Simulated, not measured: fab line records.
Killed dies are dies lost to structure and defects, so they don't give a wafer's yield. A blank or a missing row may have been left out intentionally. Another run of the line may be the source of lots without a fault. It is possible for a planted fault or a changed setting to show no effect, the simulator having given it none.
Struck lot and sound lot, side by side | flow sky130 | 17 out of 708 route steps
Sound: these wafers, L262.2, L262.3, L262.5. Struck: wafer L253.4; the same lot's L253.1 was not struck, so it is left out; see the end for the cause.
Each step with rows lists, per side, the tool, then ch with its chambers, then its first start. Under that, the readings that differ: sound wafers | struck wafers | difference of the means | sigmas: that difference in standard deviations of wafers without a fault.
alike: readings whose means differ by less than 2 such deviations, and words and numbers that are the same on both sides. not compared: withheld readings, readings that some wafer has no value for, bounds like >300 that may hide the same value, and numbers for which the record gives no deviation and whose values overlap.
A row with sigmas, a row that says differs or no value, or rows on one side alone: a step with any of these is where the two part. Numbers that don't overlap but have no deviation are shown without sigmas and don't part them. A reading that every wafer of one side lacks parts them only if that side has two wafers or more.

first, 2 steps without rows for these wafers: SKY_NWELL_IMPLANT_12; SKY_NWELL_IMPLANT_13.
SKY_NWELL_STRIP_14: strips in O2/N2.
  sound on plasma asher-02 ch 0,1, day 9 06:22; struck on plasma asher-04 ch 1, day 6 15:20
  alike: drypump motor current A, oes product au, strip time to endpoint s
  not compared: rf hours counter h
SKY_NWELL_TW_MEAS_15:
  sound on film metro-04, day 9 06:29; struck on film metro-04, day 6 15:26
  alike: NWELL_TW
then, 7 steps without rows for these wafers: SKY_NWELL_DEHYDRATE_16 (time 60 s); SKY_NWELL_HMDS_17 (prime time 60 s); SKY_NWELL_COAT_18 (resist thk 3000 nm); SKY_NWELL_SOFTBAKE_19; SKY_NWELL_EXPOSE_20 (exposes mask NWM COMPLEMENT, target cd 840 nm); SKY_NWELL_PEB_21; SKY_NWELL_DEVELOP_22 (develop time 60 s).
SKY_NWELL_OVL_MEAS_23:
  sound on overlay-02, day 10 04:23; struck on overlay-01, day 7 09:41
  alike: NWELL_01_OVL
SKY_NWELL_IMPLANT_24:
  sound on implanter-01 ch 0, day 10 04:26; struck on implanter-02 ch 0, day 7 09:43
  reading            | sound            | struck | difference | sigmas
  beam on s (s)      | 10.06 10.13 9.87 | 8.03   | -1.99      | -10
  faraday current uA | 51.5 51.3 52.6   | 64.5   | +12.7      | +13
  alike: beam energy keV
SKY_NWELL_STRIP_25: strips in O2/N2.
  sound on plasma asher-01 ch 0,1, day 10 04:34; struck on plasma asher-02 ch 0, day 7 09:52
  alike: drypump motor current A, oes product au, strip time to endpoint s
  not compared: rf hours counter h
SKY_NWELL_TW_MEAS_26:
  sound on film metro-01, day 10 04:41; struck on film metro-01, day 7 09:58
  reading    | sound       | struck | difference | sigmas
  NWELL_2_TW | 503 501 500 | 463    | -38        | -10
then, 1 step without rows for these wafers: SKY_NWELL_CLEAN_27 (cleans in SC1/SC2, time 150 s).
-- the record jumps here: 41 days lie between the struck wafers' starts before and after (it left off in module NWELL and takes up again in module PAD_OPEN, whose first step shown is number 708 of the route) --
SKY_PAD_OPEN_PROBE_99:
  sound on prober-02, day 50 05:30; struck on prober-01, day 48 01:14
  reading                                    | sound                        | struck    | difference | sigmas
  killed at front end                        | 14 11 15                     | 24        | +11        | +2
  model.etest.pfet_16v.r on ohm um           | 1.528e+04 1.52e+04 1.532e+04 | 1.709e+04 | +1.823e+03 |
  model.etest.res iso pwell.rs ohm sq        | 3123 3077 3195               | 3879      | +747       |
  model.etest.res pwell under gate.rs ohm sq | 2292 2308 2282               | 2675      | +381       |
  model.etest.res iso pwell.line ohm um      | 1167 1165 1209               | 1460      | +280       |
  model.etest.pfet_16v.drive ua um           | 243.3 245.5 243              | 216.6     | -27.3      |
  model.etest.tip_n_5v.rs ohm sq             | 1400 1411 1394               | 1359      | -43        |
  model.etest.res iso pwell.width nm (nm)    | 2655 2649 2642               | 2619      | -30        |
  model.etest.res nwell.width nm (nm)        | 834.5 838 837.5              | 854.6     | +17.9      |
  alike: killed_at_M0_to_M3, killed_at_M4_up, killed at contacts, killed at other, killed dies, killed open, killed short

## WHERE THEY PART
At SKY_NWELL_IMPLANT_24 first; at SKY_PAD_OPEN_PROBE_99 last (within this record only).

WHY: whatever the simulator had introduced
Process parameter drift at SKY_NWELL_IMPLANT_24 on implanter-02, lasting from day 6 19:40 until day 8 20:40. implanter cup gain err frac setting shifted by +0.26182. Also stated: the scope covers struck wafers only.
